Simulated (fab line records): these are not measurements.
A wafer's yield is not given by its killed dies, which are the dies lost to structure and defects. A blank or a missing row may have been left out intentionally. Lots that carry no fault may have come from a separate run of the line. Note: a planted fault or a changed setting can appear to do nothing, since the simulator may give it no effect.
The tool behind it: which one? :: flow sky130 :: Sampling: 12 lots, 36 wafers, 2 of 708 route steps

## WHAT THE GAUGES READ, wafer by wafer
SKY_VIA1_THK_MEAS_23: measures by xrf.
lot: L075
measured: day 34 08:26
on: film_metro-03
VIA1_W_THK (nm): 268 268 267

lot: L077
measured: day 35 20:20
on: film_metro-04
VIA1_W_THK (nm): 272 276 273

lot: L079
measured: day 36 12:46
on: film_metro-02
VIA1_W_THK (nm): 270 268 273

lot: L080
measured: day 36 21:30
on: film_metro-03
VIA1_W_THK (nm): 270 273 267

lot: L084
measured: day 37 16:52
on: film_metro-03
VIA1_W_THK (nm): 266 269 267

lot: L085
measured: day 37 23:28
on: film_metro-02
VIA1_W_THK (nm): 266 268 270

lot: L087
measured: day 39 01:08
on: film_metro-02
VIA1_W_THK (nm): 273 267 268

lot: L089
measured: day 39 07:28
on: film_metro-04
VIA1_W_THK (nm): 267 273 271

lot: L091
measured: day 39 13:45
on: film_metro-02
VIA1_W_THK (nm): 269 271 275

lot: L093
measured: day 40 05:07
on: film_metro-04
VIA1_W_THK (nm): 269 267 268

lot: L095
measured: day 40 23:14
on: film_metro-02
VIA1_W_THK (nm): 269 275 270

lot: L097
measured: day 41 01:52
on: film_metro-04
VIA1_W_THK (nm): 269 267 269

## WHAT TOOL EACH LOT RAN ON (gives the tool, then ch and the chambers of the sampled wafers, and finally the start)
lot: L075
SKY_METAL1_STRIP_20: plasma_asher-01 ch 0,1, day 33 03:31

lot: L077
SKY_METAL1_STRIP_20: plasma_asher-02 ch 0,1, day 34 15:35

lot: L079
SKY_METAL1_STRIP_20: plasma_asher-02 ch 0,1, day 35 08:15

lot: L080
SKY_METAL1_STRIP_20: plasma_asher-04 ch 0,1, day 35 17:35

lot: L084
SKY_METAL1_STRIP_20: plasma_asher-02 ch 0,1, day 36 12:36

lot: L085
SKY_METAL1_STRIP_20: plasma_asher-04 ch 0,1, day 36 19:10

lot: L087
SKY_METAL1_STRIP_20: plasma_asher-04 ch 0,1, day 37 21:15

lot: L089
SKY_METAL1_STRIP_20: plasma_asher-02 ch 0,1, day 38 03:50

lot: L091
SKY_METAL1_STRIP_20: plasma_asher-04 ch 0, day 38 10:02

lot: L093
SKY_METAL1_STRIP_20: plasma_asher-01 ch 0,1, day 39 02:11

lot: L095
SKY_METAL1_STRIP_20: plasma_asher-02 ch 0,1, day 39 21:23

lot: L097
SKY_METAL1_STRIP_20: plasma_asher-01 ch 0,1, day 39 23:38
- SKY_METAL1_STRIP_20: strips in O2/N2.

## THE ANSWER, worked out from the rows above alone
Rule: what is usual is taken from the lots themselves. The widest of any qualifying gaps counts: lots, ordered by their means at a reading, are off when they make up no more than a third of the lots, leave a main group of 4 or more, and stand apart from it by 3 or more times the standard deviation of that group's means. Not used: any main group whose means are identical at the precision the tables above print for the reading. Also off: a lot with no number at a reading for which 4 or more lots have one. All remaining lots with rows at the step are treated as sound.
None of the lots is off at any reading shown; this tells nothing.

## WHAT THE SIMULATOR HAD INSERTED
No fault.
